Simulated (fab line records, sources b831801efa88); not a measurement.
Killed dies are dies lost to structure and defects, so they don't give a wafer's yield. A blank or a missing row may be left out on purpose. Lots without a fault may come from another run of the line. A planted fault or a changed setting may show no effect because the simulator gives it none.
Chamber matching | flow gf180mcu | GF_V1_CVD_02 on pecvd-04: 3 sister chambers
The step deposits SiO2 from TEOS, target thk 850 nm, time 94.851 s. 3 wafers are shown with their chamber, then 7 later ones without.

WAFERS WITH THEIR CHAMBER
wafer  | chamber | heater_power_w (W)
L103.2 | 1       | 458
L107.1 | 2       | 679
L107.3 | 0       | 809

WAFERS WITHOUT THEIR CHAMBER
wafer  | heater_power_w (W)
L107.6 | 526
L109.2 | 839
L109.3 | 544
L109.4 | 675
L111.4 | 669
L111.5 | 683
L111.6 | 565

WHICH CHAMBER EACH WENT THROUGH
wafer  | from the rows above     | in truth
L107.6 | can't be placed: 1 or 2 | 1
L109.2 | 0                       | 0
L109.3 | can't be placed: 1 or 2 | 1
L109.4 | 2                       | 2
L111.4 | 2                       | 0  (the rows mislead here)
L111.5 | 2                       | 2
L111.6 | can't be placed: 1 or 2 | 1
Placed correctly: 3 of 7. Can't be placed from these rows: 3 (the true chamber is among the candidates in 3). Placed wrongly: 1.
How it was worked out, from the rows above alone: a wafer's distance from a chamber is the root of the sum, over the readings, of the square of ((its reading less the chamber's mean) divided by the reading's scatter). The wafer belongs to the nearest chamber; if the next one is less than 2 further off, it can't be placed. A chamber's mean is the mean of its shown wafers. The scatter: with one shown wafer a chamber, the root of the mean of the squares of how far each hidden wafer lies from its nearest shown one.
